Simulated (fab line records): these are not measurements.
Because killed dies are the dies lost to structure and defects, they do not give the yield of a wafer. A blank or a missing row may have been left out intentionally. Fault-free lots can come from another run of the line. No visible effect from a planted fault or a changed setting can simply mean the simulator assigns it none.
fab line records    flow gf180mcu
record lots=12  wafers=36  last-day=34
route steps=602 shown STI@13 NWELL@50 POLY_GATE@158
lots that met no fault: taken from a fault-free run of the same line
start-h: the number of hours between the record's first day and the start of the first shown wafer of the lot    wait-h: hours since the lot's step before    " unchanged from the row above    L1.1+2: a row that stands for several wafers    - no value present, or no start provided    * or withheld: withheld    < > ~ a bound
route shown NAME@n: NAME is a module with steps in the file, n the number in the route of the first one    usual: mean/standard deviation taken from wafers without a fault    same: alike in all rows    chamber/n: place in a boat    sites: the reading at each site    _std_site: standard deviation of those values    _edge_site: inner sites' mean taken away from outer sites' mean    radius-mm: for every site, how far away it sits from the centre of the wafer    mask NAME#n: copy n    behind: the tool/chamber that last shaped the wafer    hold: cause of the lot's hold/its duration in hours/its outcome    device: the n, p or np transistor that did not switch    end of line: the route-end tests of the same wafers    step lacking rows: just its recipe    killed: not the wafer's yield, but the dies lost to structure and defects at the first sort    map: per-die view of a wafer (x killed, . not killed, _ where there is no die)
set.NAME: the setting as run; set.NAME@STEP: as run at that earlier step    model.NAME: the simulator's own value behind a step, which no gauge read
one table for each step of the route and one row for each wafer, over a sample of lots
services: the hour from which a tool's chamber was out of use, counted from the record's first day as start-h (under 0 if before that day), plus the number of hours and why
## steps
# step GF_STI_CD_MEAS_12
# recipe target-cd-nm=220
# usual cd-nm=220.5/1.2
lot.wafer  tool       chamber  start-h  wait-h  cd-nm
L719.1     cd-sem-02  -        26.84    0.1     219.4
L719.4     "          -        "        "       220.8
L719.5     "          -        "        "       221.3
L720.2     cd-sem-02  -        31.48    0.1     220.2
L720.4     "          -        "        "       219.6
L720.5     "          -        "        "       221.6
L721.1     cd-sem-01  -        35.64    0.1     221.1
L721.3     "          -        "        "       220.3
L721.4     "          -        "        "       219.8
L722.1     cd-sem-02  -        42.11    0.1     220.3
L722.3     "          -        "        "       219.0
L722.6     "          -        "        "       220.3
L723.1     cd-sem-02  -        46.84    0.1     221.2
L723.2     "          -        "        "       220.5
L723.5     "          -        "        "       222.1
L724.1     cd-sem-01  -        52.19    0.1     220.9
L724.2     "          -        "        "       220.8
L724.6     "          -        "        "       220.3
L725.3     cd-sem-02  -        56.31    0.1     221.2
L725.4     "          -        "        "       219.7
L725.6     "          -        "        "       219.5
L731.1     cd-sem-01  -        85.54    0.1     222.0
L731.3     "          -        "        "       221.5
L731.5     "          -        "        "       223.0
L732.2     cd-sem-01  -        90.98    0.1     220.7
L732.3     "          -        "        "       220.8
L732.5     "          -        "        "       220.2
L736.2     cd-sem-02  -        112.66   0.1     220.8
L736.3     "          -        "        "       220.4
L736.5     "          -        "        "       221.0
L738.1     cd-sem-01  -        122.48   0.1     218.4
L738.4     "          -        "        "       218.2
L738.5     "          -        "        "       218.9
L739.3     cd-sem-01  -        127.71   0.1     220.4
L739.4     "          -        "        "       219.9
L739.6     "          -        "        "       219.0
# step GF_STI_THK_MEAS_30
# recipe reads=SiO2_of_STI_OXIDATION_29
# usual STI_OXIDATION_02_THK=10.02/0.15
lot.wafer  tool           chamber  start-h  wait-h  STI_OXIDATION_02_THK[nm]
L719.1     film-metro-04  -        31.75    0.0     9.99
L719.4     "              -        "        "       9.96
L719.5     "              -        "        "       9.99
L720.2     film-metro-02  -        35.89    0.0     10.11
L720.4     "              -        "        "       10.06
L720.5     "              -        "        "       10.08
L721.1     film-metro-03  -        40.86    0.0     9.91
L721.3     "              -        "        "       10.01
L721.4     "              -        "        "       10.08
L722.1     film-metro-02  -        48.00    0.0     9.95
L722.3     "              -        "        "       10.00
L722.6     "              -        "        "       9.97
L723.1     film-metro-04  -        53.71    0.0     10.01
L723.2     "              -        "        "       10.09
L723.5     "              -        "        "       9.92
L724.1     film-metro-04  -        60.54    0.0     10.39
L724.2     "              -        "        "       10.35
L724.6     "              -        "        "       10.24
L725.3     film-metro-04  -        65.60    0.0     10.13
L725.4     "              -        "        "       10.09
L725.6     "              -        "        "       10.09
L731.1     film-metro-04  -        90.13    0.0     9.99
L731.3     "              -        "        "       10.08
L731.5     "              -        "        "       10.09
L732.2     film-metro-04  -        95.35    0.0     9.97
L732.3     "              -        "        "       9.93
L732.5     "              -        "        "       9.85
L736.2     film-metro-02  -        117.01   0.0     10.03
L736.3     "              -        "        "       10.15
L736.5     "              -        "        "       10.12
L738.1     film-metro-04  -        128.94   0.0     9.77
L738.4     "              -        "        "       9.89
L738.5     "              -        "        "       9.84
L739.3     film-metro-03  -        132.93   0.0     10.04
L739.4     "              -        "        "       10.09
L739.6     "              -        "        "       10.01
# step GF_NWELL_IMPLANT_08
# recipe species=P  energy-kev=450  dose-cm2=1.5e+13  tilt-deg=0
# usual beam-energy-keV=450.03/0.12  faraday-current-uA=84.9/1.6
# same implant-ion-amu=31
lot.wafer  tool          chamber  start-h  wait-h  beam-energy-keV  faraday-current-uA
L719.1     implanter-03  0        57.74    0.0     450.12           86.2
L719.4     "             0        "        "       450.08           81.5
L719.5     "             0        "        "       449.99           82.7
L720.2     implanter-04  0        61.32    0.0     450.04           86.1
L720.4     "             0        "        "       450.02           83.5
L720.5     "             0        "        "       449.92           83.4
L721.1     implanter-01  0        65.85    0.0     449.92           84.8
L721.3     "             0        "        "       449.87           87.0
L721.4     "             0        "        "       449.97           85.2
L722.1     implanter-01  0        73.34    0.0     449.95           82.7
L722.3     "             0        "        "       450.04           84.5
L722.6     "             0        "        "       449.89           85.0
L723.1     implanter-01  0        78.24    0.0     450.08           86.3
L723.2     "             0        "        "       450.04           86.7
L723.5     "             0        "        "       450.10           84.2
L724.1     implanter-03  0        85.50    0.0     449.80           84.9
L724.2     "             0        "        "       449.89           82.6
L724.6     "             0        "        "       449.89           84.5
L725.3     implanter-01  0        90.70    0.1     450.03           87.9
L725.4     "             0        "        "       449.95           85.8
L725.6     "             0        "        "       449.95           86.7
L731.1     implanter-04  0        119.04   0.0     398.47           83.1
L731.3     "             0        "        "       398.42           87.3
L731.5     "             0        "        "       398.30           84.9
L732.2     implanter-04  0        122.93   0.0     398.47           84.0
L732.3     "             0        "        "       398.28           82.1
L732.5     "             0        "        "       398.55           83.9
L736.2     implanter-03  0        148.11   0.0     450.05           86.3
L736.3     "             0        "        "       450.20           85.1
L736.5     "             0        "        "       450.13           86.1
L738.1     implanter-01  0        161.59   0.0     450.21           82.8
L738.4     "             0        "        "       449.92           83.2
L738.5     "             0        "        "       450.18           84.8
L739.3     implanter-01  0        165.34   0.1     449.95           85.7
L739.4     "             0        "        "       450.07           86.5
L739.6     "             0        "        "       449.72           85.7
# step GF_VT_IMPLANT_RS_MEAS_47
# recipe thk-meas-gauge=four-point-probe
# usual NWELL_RS=488.1/1
lot.wafer  tool           chamber  start-h  wait-h  NWELL_RS[ohm/sq]
L719.1     film-metro-03  -        157.47   0.1     488.6
L719.4     "              -        "        "       487.5
L719.5     "              -        "        "       487.4
L720.2     film-metro-01  -        163.39   0.1     488.3
L720.4     "              -        "        "       489.0
L720.5     "              -        "        "       489.7
L721.1     film-metro-01  -        169.23   0.1     488.4
L721.3     "              -        "        "       488.5
L721.4     "              -        "        "       488.3
L722.1     film-metro-01  -        179.77   0.1     487.6
L722.3     "              -        "        "       489.0
L722.6     "              -        "        "       488.3
L723.1     film-metro-03  -        187.18   0.1     490.2
L723.2     "              -        "        "       488.6
L723.5     "              -        "        "       488.6
L724.1     film-metro-03  -        197.33   0.1     487.3
L724.2     "              -        "        "       486.6
L724.6     "              -        "        "       485.8
L725.3     film-metro-02  -        204.80   0.1     488.3
L725.4     "              -        "        "       488.4
L725.6     "              -        "        "       488.1
L731.1     film-metro-03  -        243.87   0.1     499.2
L731.3     "              -        "        "       497.7
L731.5     "              -        "        "       498.3
L732.2     film-metro-02  -        248.10   0.1     499.0
L732.3     "              -        "        "       498.5
L732.5     "              -        "        "       499.1
L736.2     film-metro-02  -        280.35   0.1     486.6
L736.3     "              -        "        "       486.8
L736.5     "              -        "        "       488.5
L738.1     film-metro-03  -        296.46   0.1     487.0
L738.4     "              -        "        "       486.7
L738.5     "              -        "        "       488.2
L739.3     film-metro-02  -        301.11   0.1     489.2
L739.4     "              -        "        "       489.5
L739.6     "              -        "        "       488.8
# step GF_POLY_GATE_THK_MEAS_01
# recipe reads=poly-Si_of_POLY_GATE_CVD_00
# usual POLY_GATE_CVD_00_THK=200.6/2
lot.wafer  tool           chamber  start-h  wait-h  POLY_GATE_CVD_00_THK[nm]
L719.1     film-metro-03  -        180.80   0.0     202.9
L719.4     "              -        "        "       202.2
L719.5     "              -        "        "       203.6
L720.2     film-metro-04  -        186.26   0.0     202.0
L720.4     "              -        "        "       201.8
L720.5     "              -        "        "       202.3
L721.1     film-metro-03  -        191.57   0.0     201.4
L721.3     "              -        "        "       199.6
L721.4     "              -        "        "       200.0
L722.1     film-metro-04  -        206.47   0.0     203.4
L722.3     "              -        "        "       201.1
L722.6     "              -        "        "       203.4
L723.1     film-metro-01  -        211.39   0.0     197.9
L723.2     "              -        "        "       198.3
L723.5     "              -        "        "       199.7
L724.1     film-metro-04  -        220.83   0.0     200.8
L724.2     "              -        "        "       198.0
L724.6     "              -        "        "       199.5
L725.3     film-metro-03  -        232.05   0.0     197.7
L725.4     "              -        "        "       199.0
L725.6     "              -        "        "       197.5
L731.1     film-metro-01  -        271.60   0.0     200.0
L731.3     "              -        "        "       199.9
L731.5     "              -        "        "       200.2
L732.2     film-metro-01  -        276.63   0.0     202.7
L732.3     "              -        "        "       201.5
L732.5     "              -        "        "       202.3
L736.2     film-metro-01  -        307.61   0.0     198.1
L736.3     "              -        "        "       199.7
L736.5     "              -        "        "       197.9
L738.1     film-metro-03  -        323.14   0.0     201.9
L738.4     "              -        "        "       202.9
L738.5     "              -        "        "       201.2
L739.3     film-metro-04  -        328.03   0.0     201.1
L739.4     "              -        "        "       200.3
L739.6     "              -        "        "       200.7
## services
tool          chamber  start-h  hours  kind
implanter-04  -        77.57    8.8    repair
implanter-04  -        87.35    3.8    pm
## key
first-sign step=GF_NWELL_IMPLANT_08  reading=beam-energy-keV  direction=down  sigmas=99+  usual=450.03  struck=398.41
effect step=GF_VT_IMPLANT_RS_MEAS_47  reading=NWELL_RS  direction=up  sigmas=10  usual=488.1  struck=498.6
met-at GF_NWELL_IMPLANT_08
struck-lots L731,L732
tester-left-out L731,L732
not-acting-at GF_STI_CD_MEAS_12,GF_STI_THK_MEAS_30,GF_POLY_GATE_THK_MEAS_01
onset-between 61.32 119.04
fault kind=process-parameter-drift  tool=implanter-04  chamber=-  onset-h=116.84  steps=GF_NWELL_IMPLANT_08  channel=energy-kev  offset=-51.619  shape=step  end-h=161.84  acts-in=these-recipes-only  stated=450
# tester-left-out: of these lots the tester's yield and bins aren't shown, on N5 and GAA mostly nor the transistor test; their killed dies are dies lost to structure and defects alone, not to doping, threshold or leakage, so they don't give the yield
